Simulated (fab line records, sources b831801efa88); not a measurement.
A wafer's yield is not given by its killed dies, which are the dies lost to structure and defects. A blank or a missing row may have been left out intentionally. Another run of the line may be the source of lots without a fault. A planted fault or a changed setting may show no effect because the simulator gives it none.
The tool behind it: which one?    flow sky130    Sampling: 24 lots, 72 wafers, 5 of 708 route steps

## WHAT THE GAUGES SHOWED, per wafer
SKY_POLY_GATE_THK_MEAS_04. Usual: POLY_GATE_CVD_03_THK gives 75.5 nm (standard deviation 0.95).
lot   measured      on            POLY_GATE_CVD_03_THK (nm)  flag
L074  day 15 20:26  filmMetro-03  75.3 74.3 74.8             
L076  day 16 01:22  filmMetro-03  75.3 75.8 76.0             
L075  day 15 20:26  filmMetro-04  75.7 75.5 75.6             
L077  day 16 08:56  filmMetro-01  76.6 76.0 76.6             
L079  day 17 00:42  filmMetro-04  75.4 75.6 75.0             
L078  day 16 21:41  filmMetro-01  74.3 75.6 74.9             
L080  day 17 12:28  filmMetro-04  74.7 74.5 75.1             
L081  day 17 22:31  filmMetro-04  74.4 74.4 74.2             
L082  day 18 01:52  filmMetro-04  74.6 75.1 74.9             
L083  day 19 04:44  filmMetro-01  76.0 76.2 75.3             
L084  day 19 06:05  filmMetro-01  75.1 75.5 76.4             
L085  day 19 11:34  filmMetro-03  76.2 76.4 77.1             
L086  day 19 22:58  filmMetro-04  75.2 75.3 76.4             
L087  day 20 06:01  filmMetro-01  76.6 76.0 76.5             
L088  day 20 12:29  filmMetro-04  75.6 75.0 75.3             
L089  day 20 19:34  filmMetro-03  76.5 76.3 75.8             
L090  day 21 00:52  filmMetro-01  75.9 76.6 76.2             
L091  day 21 15:35  filmMetro-01  74.3 75.1 74.3             
L092  day 21 21:00  filmMetro-01  73.8 73.3 73.2             
L093  day 22 02:44  filmMetro-03  76.1 76.2 75.7             
L094  day 22 07:23  filmMetro-01  75.8 76.3 75.7             
L095  day 22 17:25  filmMetro-01  74.1 74.9 75.1             
L096  day 23 21:14  filmMetro-03  76.8 76.7 77.2             
L097  day 23 21:12  filmMetro-01  74.7 74.6 74.1             

SKY_LI_CONTACT_THK_MEAS_01. Usual: LI_CONTACT_HDPCVD_THK gives 927 nm (standard deviation 11).
lot   measured      on            LI_CONTACT_HDPCVD_THK (nm)  flag
L074  day 28 14:38  filmMetro-01  916 907 917                 
L076  day 28 23:29  filmMetro-04  937 926 938                 
L075  day 28 19:13  filmMetro-04  905 920 934                 
L077  day 29 03:52  filmMetro-03  933 935 939                 
L079  day 29 20:30  filmMetro-04  920 924 927                 
L078  day 29 15:50  filmMetro-04  933 930 936                 
L080  day 30 06:56  filmMetro-04  922 930 923                 
L081  day 30 18:19  filmMetro-04  929 922 932                 
L082  day 30 21:11  filmMetro-04  899 924 924                 
L083  day 31 19:49  filmMetro-01  939 951 937                 
L084  day 31 21:25  filmMetro-01  919 905 917                 
L085  day 32 02:59  filmMetro-01  921 919 925                 
L086  day 32 10:02  filmMetro-04  932 942 926                 
L087  day 32 17:57  filmMetro-01  913 931 938                 
L088  day 32 23:54  filmMetro-01  933 936 924                 
L089  day 33 03:53  filmMetro-01  931 916 922                 
L090  day 33 11:52  filmMetro-01  914 915 927                 
L091  day 34 00:26  filmMetro-04  931 927 931                 
L092  day 34 04:08  filmMetro-04  920 920 926                 
L093  day 34 15:28  filmMetro-01  952 945 925                 
L094  day 34 16:31  filmMetro-01  922 921 926                 
L095  day 34 21:08  filmMetro-04  940 953 935                 
L096  day 36 00:22  filmMetro-01  925 926 913                 
L097  day 35 21:26  filmMetro-01  924 923 923                 

SKY_VIA3_BOW_MEAS_03. Usual: VIA3_BOW gives 79 um (standard deviation 8.9).
lot   measured      on            VIA3_BOW (um)  flag
L074  day 39 06:38  filmMetro-03  62 82 75       
L076  day 39 13:29  filmMetro-03  65 63 60       
L075  day 39 10:59  filmMetro-04  93 97 92       
L077  day 39 17:43  filmMetro-04  81 78 77       
L079  day 40 09:14  filmMetro-04  77 84 74       
L078  day 40 05:18  filmMetro-04  76 60 76       
L080  day 40 16:11  filmMetro-01  68 86 74       
L081  day 41 03:03  filmMetro-04  85 74 73       
L082  day 41 05:57  filmMetro-01  78 70 94       
L083  day 42 01:17  filmMetro-03  75 71 81       
L084  day 42 02:42  filmMetro-04  74 79 71       
L085  day 42 09:32  filmMetro-01  91 92 93       
L086  day 42 14:01  filmMetro-03  79 85 79       
L087  day 42 22:43  filmMetro-01  85 94 89       
L088  day 43 00:06  filmMetro-01  80 75 80       
L089  day 43 06:58  filmMetro-03  79 90 88       
L090  day 43 12:46  filmMetro-04  85 102 78      
L091  day 43 21:43  filmMetro-04  70 81 71       
L092  day 43 23:59  filmMetro-04  84 70 81       
L093  day 44 12:53  filmMetro-03  64 58 68       
L094  day 44 13:33  filmMetro-04  91 83 80       
L095  day 44 18:42  filmMetro-01  77 67 70       
L096  day 45 17:44  filmMetro-01  71 67 68       
L097  day 45 12:47  filmMetro-03  67 74 74       

## WHAT TOOL EACH LOT RAN ON (gives the tool, then ch and the chambers of the sampled wafers, and finally the start)
lot   SKY_FIELD_ISO_ETCH_14             SKY_LI_CONTACT_CVD_21
L074  rieDiel-04 ch 0,1, day 2 05:16    cvdW-02 ch 0,1, day 29 20:26
L076  rieDiel-01 ch 0,1,2, day 2 14:35  cvdW-02 ch 0,1, day 30 04:42
L075  rieDiel-04 ch 1,3, day 2 14:52    cvdW-01 ch 0,1, day 29 23:53
L077  rieDiel-02 ch 0,2,3, day 2 23:13  cvdW-01 ch 0,1, day 30 09:34
L079  rieDiel-01 ch 1,2, day 3 08:20    cvdW-01 ch 0, day 31 00:34
L078  rieDiel-02 ch 0,2,3, day 3 08:41  cvdW-02 ch 0,1, day 30 20:49
L080  rieDiel-01 ch 0,1,3, day 3 13:13  cvdW-01 ch 0,1, day 31 11:41
L081  rieDiel-04 ch 0,3, day 3 18:55    cvdW-02 ch 0,1, day 31 23:05
L082  rieDiel-02 ch 0,1,3, day 3 23:04  cvdW-01 ch 0,1, day 32 02:14
L083  rieDiel-01 ch 0,1, day 4 02:47    cvdW-02 ch 0,1, day 33 00:35
L084  rieDiel-01 ch 0,2,3, day 4 09:43  cvdW-02 ch 0,1, day 33 02:21
L085  rieDiel-02 ch 0,1,2, day 4 13:50  cvdW-01 ch 0,1, day 33 09:48
L086  rieDiel-02 ch 1,2,3, day 4 18:32  cvdW-02 ch 0,1, day 33 15:11
L087  rieDiel-04 ch 0,2, day 5 03:34    cvdW-02 ch 0,1, day 33 22:15
L088  rieDiel-04 ch 0,2,3, day 5 08:19  cvdW-01 ch 0,1, day 34 03:40
L089  rieDiel-04 ch 0,1,2, day 5 13:01  cvdW-01 ch 0,1, day 34 08:26
L090  rieDiel-02 ch 1,2,3, day 5 15:55  cvdW-01 ch 0,1, day 34 15:32
L091  rieDiel-04 ch 0,1, day 5 21:41    cvdW-02 ch 0,1, day 35 03:44
L092  rieDiel-01 ch 0,1, day 6 02:56    cvdW-02 ch 0,1, day 35 07:53
L093  rieDiel-02 ch 0,1, day 6 06:53    cvdW-02 ch 0,1, day 35 19:02
L094  rieDiel-04 ch 1,2,3, day 6 13:17  cvdW-01 ch 0,1, day 35 20:03
L095  rieDiel-02 ch 0,1,3, day 6 18:41  cvdW-01 ch 0,1, day 36 00:53
L096  rieDiel-02 ch 1,2, day 6 23:59    cvdW-02 ch 0,1, day 37 03:49
L097  rieDiel-04 ch 0,1,2, day 7 05:47  cvdW-01 ch 0,1, day 37 00:17
- SKY_FIELD_ISO_ETCH_14: etches BARC in N2/H2, stops on SiO2, time 45.9 s, target depth 60 nm.
- SKY_LI_CONTACT_CVD_21: deposits W, target thk 400 nm, time 120.56 s.

## WHAT THE TOOLS THEMSELVES READ (means of the sampled wafers that have a number; where no wafer has one, the mark that the record gives instead)
SKY_FIELD_ISO_ETCH_14. Usual: biasW 100.0 W, standard deviation 0.3; drypumpMotorCurrentA 5.4 A, standard deviation 0.5; oesProductAu 0.854 a.u., standard deviation 0.0047; rfFwdPowerW 495.1 W, standard deviation 1.9; throttleValvePct 13.225 %, standard deviation 0.0085.
lot   tool        biasW (W)  drypumpMotorCurrentA (A)  oesProductAu (a.u.)  rfFwdPowerW (W)  throttleValvePct (%)  flag
L074  rieDiel-04  99.9       5.3                       0.857                494.9            13.228                
L076  rieDiel-01  100.3      5.6                       0.854                494.8            13.228                
L075  rieDiel-04  99.8       4.9                       0.855                495.3            13.226                
L077  rieDiel-02  100.0      5.2                       0.861                494.8            13.223                
L079  rieDiel-01  100.0      5.7                       0.856                495.7            13.223                
L078  rieDiel-02  100.0      5.2                       0.855                496.0            13.230                
L080  rieDiel-01  100.1      5.9                       0.852                496.0            13.222                
L081  rieDiel-04  99.3       4.9                       0.858                494.6            13.223                
L082  rieDiel-02  100.0      5.5                       0.855                494.6            13.221                
L083  rieDiel-01  99.8       6.0                       0.854                496.6            13.227                
L084  rieDiel-01  99.9       5.5                       0.855                492.6            13.222                
L085  rieDiel-02  99.8       5.6                       0.853                496.7            13.222                
L086  rieDiel-02  100.1      5.6                       0.852                494.1            13.216                
L087  rieDiel-04  100.2      5.4                       0.851                495.3            13.222                
L088  rieDiel-04  99.9       5.1                       0.850                493.0            13.230                
L089  rieDiel-04  99.9       5.3                       0.857                495.8            13.218                
L090  rieDiel-02  100.2      5.6                       0.856                494.5            13.220                
L091  rieDiel-04  100.4      5.3                       0.856                496.3            13.225                
L092  rieDiel-01  100.0      6.0                       0.851                496.7            13.224                
L093  rieDiel-02  99.6       5.5                       0.857                496.3            13.219                
L094  rieDiel-04  100.2      5.2                       0.848                495.6            13.227                
L095  rieDiel-02  99.8       5.5                       0.851                494.9            13.232                
L096  rieDiel-02  100.1      6.0                       0.856                496.0            13.219                
L097  rieDiel-04  99.9       5.3                       0.858                494.1            13.226                

SKY_LI_CONTACT_CVD_21. Usual: heaterPowerW reads 911 W (standard deviation 24).
lot   tool     heaterPowerW (W)  flag
L074  cvdW-02  927               
L076  cvdW-02  924               
L075  cvdW-01  886               
L077  cvdW-01  889               
L079  cvdW-01  905               
L078  cvdW-02  915               
L080  cvdW-01  903               
L081  cvdW-02  922               
L082  cvdW-01  893               
L083  cvdW-02  930               
L084  cvdW-02  924               
L085  cvdW-01  900               
L086  cvdW-02  928               
L087  cvdW-02  931               
L088  cvdW-01  895               
L089  cvdW-01  893               
L090  cvdW-01  905               
L091  cvdW-02  932               
L092  cvdW-02  931               
L093  cvdW-02  934               
L094  cvdW-01  909               
L095  cvdW-01  890               
L096  cvdW-02  927               
L097  cvdW-01  887               

## THE ANSWER, worked out from the rows above alone
Rule: take the mean of a lot's wafers that have a number; if it is more than 3 standard deviations from the usual mean, the lot is off. Also off: a lot with no number at a reading for which 4 or more lots have one. The other lots that the step has rows for count as sound. Order of review: gauges by route order, followed by the tools' own readings, for which a lot's mean as printed above is used. At the first step where some lot is off, the reading lying furthest off is the one used; lots without a number count as furthest.
Nothing can be told from this: no lot is off at any reading shown.

## WHAT HAD BEEN PUT IN BY THE SIMULATOR
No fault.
